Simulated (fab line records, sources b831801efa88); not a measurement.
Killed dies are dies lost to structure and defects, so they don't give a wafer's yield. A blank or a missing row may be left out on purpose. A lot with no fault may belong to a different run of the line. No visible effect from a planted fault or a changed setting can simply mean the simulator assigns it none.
Problem report, 8D (eight disciplines) form, completed by code / flow sky130 / the parts of the form that need people (team, actions taken, sign-off) are left out

== 1. WHAT WENT WRONG ==
Across 9 wafers from 3 lots, SD_N_RS at SKY_SD_N_RS_MEAS_16 averages 71.23 ohm/sq, while fault-free wafers read 68.60 ohm/sq with a standard deviation of 0.11. Relative to the usual mean, that is a shift of +24 standard deviations.
The step: measures by four-point-probe.
The first sign was on wafer L746.1 at day 30 20:31, on film-metro-03. Wafers with a number at this step in the record: 34, from 12 lots. Rule for "out" (also "out of limits"): further than 4 standard deviations from the usual mean. Any other wafer with a number is counted as sound.

== 2. WHAT IT IS; WHAT IT IS NOT ==
question=which readings at this step | is=SD_N_RS | is not=-
question=which lots | is=L746, L747, L750 | is not=L741, L743, L753, L755, L757, L758, L759, L760, L762
question=which wafers of those lots | is=all that have a number | is not=-
question=read on which gauges | is=film-metro-01, film-metro-03 | is not=film-metro-02
question=when | is=from day 30 20:31 | is not=up to then (6 sound wafers); but 19 sound wafers of L753, L755, L757, L758, L759, L760, L762 came after

== 3. SUSPECTS, AND WHAT RULES EACH OUT ==
Counting: a tool at any process step up to the reading remains a suspect when it ran all the lots that are out and ran no sound lot after the first of those.
- the gauge at SKY_SD_N_RS_MEAS_16 is ruled out. The wafers that are out were read on 2 gauges (film-metro-01, film-metro-03).
- rtp-anneal-02 at SKY_SD_N_RTA_14 (time 2 s): ruled out as a lasting fault. The sound lots L758, L760, L762 went through it after L746, its earliest lot that is out (day 30 20:21).
Left after counting: nothing in the record.

== 4. THE CAUSE (what the simulator had put in) ==
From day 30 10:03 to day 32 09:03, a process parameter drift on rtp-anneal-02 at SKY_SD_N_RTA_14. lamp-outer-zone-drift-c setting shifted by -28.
Counting ruled it out, wrongly: the rule takes a fault to strike every lot that its tool runs from its start on, and this one did not.

== 5. THE CHAIN OF EFFECTS, in route order ==
Rows list readings where the struck wafers' mean (over those with a number) sits beyond 3 standard deviations from the usual. Readings are gone through only where the record gives a usual standard deviation; hours: the median, over the lots, of the time from a lot's start at the first step in this table giving one to that lot's start at this step; sigmas: the change measured in usual standard deviations.
hours=0; step=SKY_SD_N_RS_MEAS_16; reading=SD_N_RS; usual=68.60 ohm/sq; on struck wafers=71.23; change=+2.63; sigmas=+24
hours=0; step=SKY_SD_N_RS_MEAS_17; reading=SD_P_RS; usual=147.2 ohm/sq; on struck wafers=162.3; change=+15.1; sigmas=+40
At these later measuring or inspecting steps, every struck wafer for which the step has a row has a number for every such reading, and none has moved that far: SKY_LI_CONTACT_BOW_MEAS_03.

== 6. WHAT WOULD HAVE CAUGHT IT SOONER ==
The first out-of-limits reading at a measuring or inspecting step in this record came at day 30 20:31, 10 hours after the fault's start at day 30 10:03.
Of the tool readings at SKY_SD_N_RTA_14 for which the record gives a usual standard deviation, none was out on any struck wafer, so an alarm limit of 4 standard deviations on them would not have fired.
